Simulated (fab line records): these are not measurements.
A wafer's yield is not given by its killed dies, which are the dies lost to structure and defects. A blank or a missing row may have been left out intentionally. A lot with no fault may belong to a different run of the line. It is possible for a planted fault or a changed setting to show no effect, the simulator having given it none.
Tool commonality check | flow gf180mcu | 11 lots, 33 wafers sampled

== REASON FOR OPENING ==
Flagged at GF_HV_LDD_CD_MEAS_07: reading cd nm, on 2 of 11 lots. Wafers without a fault read 400.7 nm, standard deviation 2.5.
Rule: a lot is flagged when every wafer of it that has a number lies more than 4 standard deviations from that mean, or none has a number. All remaining lots are regarded as sound.

lot  | measured     | on        | cd nm (nm), wafer by wafer | flag
L554 | day 9 18:59  | cd sem-01 | 401.3 402.2 403.2          |
L555 | day 10 03:29 | cd sem-01 | 400.4 402.6 401.9          |
L556 | day 10 11:40 | cd sem-02 | 396.0 397.0 396.2          |
L557 | day 10 18:36 | cd sem-02 | 400.8 402.6 401.3          |
L558 | day 11 01:40 | cd sem-01 | 399.4 398.3 400.3          |
L559 | day 11 07:13 | cd sem-02 | 372.1 373.0 372.7          | FLAGGED
L560 | day 11 21:20 | cd sem-02 | 378.4 379.5 378.7          | FLAGGED
L569 | day 15 00:10 | cd sem-01 | 405.4 407.1 404.8          |
L572 | day 15 14:11 | cd sem-01 | 398.7 397.8 400.0          |
L575 | day 16 09:46 | cd sem-02 | 400.6 401.4 398.7          |
L577 | day 17 02:22 | cd sem-02 | 399.8 399.6 399.9          |
Average over the flagged lots: 375.7 nm; offset from the usual -25.0 nm, equal to -10 standard deviations.

== WHICH TOOL RAN EACH LOT ==
The record holds 1 process step before the reading, out of a route of 602 steps. Each cell gives the tool, then ch followed by the chambers the sampled wafers passed through, then the start.
lot  | flag    | GF_HV_LDD_EXPOSE_04
L554 |         | iline stepper-02 ch 0, day 9 10:39
L555 |         | iline stepper-01 ch 0, day 9 19:10
L556 |         | iline stepper-01 ch 0, day 10 02:51
L557 |         | iline stepper-01 ch 0, day 10 09:37
L558 |         | iline stepper-01 ch 0, day 10 17:01
L559 | FLAGGED | iline stepper-01 ch 0, day 10 22:17
L560 | FLAGGED | iline stepper-01 ch 0, day 11 12:02
L569 |         | iline stepper-02 ch 0, day 14 13:28
L572 |         | iline stepper-02 ch 0, day 15 03:31
L575 |         | iline stepper-02 ch 0, day 15 22:53
L577 |         | iline stepper-02 ch 0, day 16 15:44
What these steps do:
- GF_HV_LDD_EXPOSE_04: exposes mask Nplus LV AREA, target cd 400 nm.
- GF_HV_LDD_CD_MEAS_07: target cd 400 nm.

== FLAGGED OVER TOTAL, TOOL BY TOOL (the gauges that took the reading come last) ==
step                 | tool             | lots run | flagged | share of the flagged lots | sound lots run after its first flagged lot
GF_HV_LDD_EXPOSE_04  | iline stepper-01 | 6        | 2       | all                       | 0
GF_HV_LDD_EXPOSE_04  | iline stepper-02 | 5        | 0       | none                      | -
GF_HV_LDD_CD_MEAS_07 | cd sem-01        | 5        | 0       | none                      | -
GF_HV_LDD_CD_MEAS_07 | cd sem-02        | 6        | 2       | all                       | 2 (L575,L577)

== WHAT IS ALLOWED BY THE TABLE ==
2 rows of the table ran every flagged lot: iline stepper-01 at GF_HV_LDD_EXPOSE_04, cd sem-02 at GF_HV_LDD_CD_MEAS_07.
- iline stepper-01 at GF_HV_LDD_EXPOSE_04 ran 6 lots, 2 of them flagged. Its last sound lot is L558 (day 10 17:01), its first flagged lot L559 (day 10 22:17): a fault that began between those two fits. Its own readings (exposure dose mJ cm2) fall more than 4 standard deviations out on all wafers of the flagged lots.
- cd sem-02 at GF_HV_LDD_CD_MEAS_07 ran 6 lots, 2 of them flagged. Sound lots followed the first flagged one (L575, L577) on it, something a lasting fault affecting the whole tool could not allow.
What remains is a single tool, iline stepper-01 at GF_HV_LDD_EXPOSE_04.

== WHAT THE SIMULATOR HAD PUT IN ==
Process parameters drifting: iline stepper-01 at GF_HV_LDD_EXPOSE_04, beginning at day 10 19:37. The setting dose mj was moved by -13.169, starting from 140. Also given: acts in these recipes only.
Struck lots among those shown: L559, L560. The rule given above showed the same thing.
